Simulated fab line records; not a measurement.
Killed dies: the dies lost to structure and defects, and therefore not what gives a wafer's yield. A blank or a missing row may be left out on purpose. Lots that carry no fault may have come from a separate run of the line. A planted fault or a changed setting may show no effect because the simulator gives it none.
A struck lot beside a sound one	flow gf180mcu	18 out of 602 route steps
Sound: these wafers, L961.1, L961.3, L961.6. Struck: wafers L968.3, L968.5 (left out: L968.1, a lot-mate that was not struck); the cause follows at the end.
For every step that has rows: the tool of each side, followed by ch and its chambers, followed by its first start. Under that, the readings that differ: sound wafers	struck wafers	difference of the means	sigmas: that difference in standard deviations of wafers without a fault.
alike: readings with means less than 2 such deviations apart, plus words and numbers identical on both sides. not compared: withheld readings, readings lacking a value on some wafer, bounds such as >300 that could conceal the same value, and numbers that have no deviation in the record and whose values overlap.
A row with sigmas, a row that says differs or no value, or rows on one side alone: a step with any of these is where the two part. When numbers do not overlap yet have no deviation, they are printed without sigmas and do not part them. Lack of a reading on every wafer of one side parts them only where that side has two or more wafers.

first, 3 steps without rows for these wafers: GF_V3_EXPOSE_11 (exposes mask Via3, target cd 260 nm); GF_V3_PEB_12 (peb time 90 s); GF_V3_DEVELOP_13 (develop time 60 s).
GF_V3_CD_MEAS_14: target cd 260 nm.
  sound on cd-sem-01 at day 24 06:22; struck on cd-sem-01 at day 26 13:31
  alike: cd-nm
GF_V3_OVL_MEAS_15:
  sound on overlay-02 at day 24 06:29; struck on overlay-01 at day 26 13:38
  alike: V3_OVL
then, 1 step without rows for these wafers: GF_V3_ETCH_16 (etches BARC in N2/H2).
GF_V3_ETCH_17: etches SiO2 in C4F8/O2/Ar, stops on TiN, target depth 635 nm.
  sound: rie-diel-02 ch 0,1,2; struck: rie-diel-02 ch 3
  alike: oes-product-au
GF_V3_STRIP_18: strips in O2/N2.
  sound on plasma-asher-02 ch 0,1, day 24 06:38; struck on plasma-asher-03 ch 0, day 26 13:49
  alike: drypump-motor-current-A, heater-power-w, oes-product-au
  not compared: rf-hours-counter-h
then, 2 steps without rows for these wafers: GF_V3_STRIP_19 (strips in post etch residue remover, time 1200 s); GF_V3_CLEAN_20 (cleans in DIW).
GF_V3_SPUTTER_21: material Ti, target thk 15 nm, time 80.02 s.
  sound on pvd-sputter-04 at day 24 07:10; struck on pvd-sputter-04 at day 26 14:21
  alike: cathode-dc-power-W, throttle-valve-pct
GF_V3_SPUTTER_22: material TiN, target thk 10 nm, time 40 s.
  sound on pvd-sputter-04 at day 24 07:14; struck on pvd-sputter-04 at day 26 14:25
  alike: cathode-dc-power-W, throttle-valve-pct
GF_V3_CVD_23: deposits W, target thk 350 nm, time 104.9 s.
  sound on cvd-w-01 ch 0,1, day 24 07:16; struck on cvd-w-02 ch 0,1, day 26 14:27
reading	sound	struck	difference	sigmas
model.W_of_V3_CVD_23.thk-nm (nm)	356.4 355.8 357.6	203.5 206.1	-151.8	
  alike: heater-power-w
GF_V3_RS_MEAS_24: measures by four-point-probe.
  sound on film-metro-04 at day 24 07:23; struck on film-metro-03 at day 26 14:34
reading	sound	struck	difference	sigmas
V3_W_RS (ohm/sq)	0.321 0.322 0.321	0.567 0.560	+0.242	+52
GF_V3_THK_MEAS_25: measures by xrf.
  sound on film-metro-04 at day 24 07:31; struck on film-metro-03 at day 26 14:41
reading	sound	struck	difference	sigmas
V3_W_THK (nm)	345 346 349	199 201	-147	-29
GF_V3_CMP_26: polishes, stops on SiO2, t overpolish 15 s, target thk 0 nm.
  sound on cmp-02 ch 1,3, day 24 07:37; struck on cmp-02 ch 0,3, day 26 14:50
reading	sound	struck	difference	sigmas
time-to-endpoint-s (s)	87 90 86	51 50	-37	-11
  alike: motor-current-A
GF_M4_SPUTTER_00: material Ti, target thk 37.5 nm, time 150 s.
  sound on pvd-sputter-03 at day 24 07:52; struck on pvd-sputter-01 at day 26 15:02
  alike: cathode-dc-power-W, throttle-valve-pct
GF_PASSIVATION_PROBE_99:
  the record holds rows for the sound wafers here (prober-02, day 30 11:44) but none for the struck ones

== WHERE THEY PART ==
Earliest at GF_V3_RS_MEAS_24; latest, in this record, at GF_PASSIVATION_PROBE_99.

WHY: what had been put in by the simulator
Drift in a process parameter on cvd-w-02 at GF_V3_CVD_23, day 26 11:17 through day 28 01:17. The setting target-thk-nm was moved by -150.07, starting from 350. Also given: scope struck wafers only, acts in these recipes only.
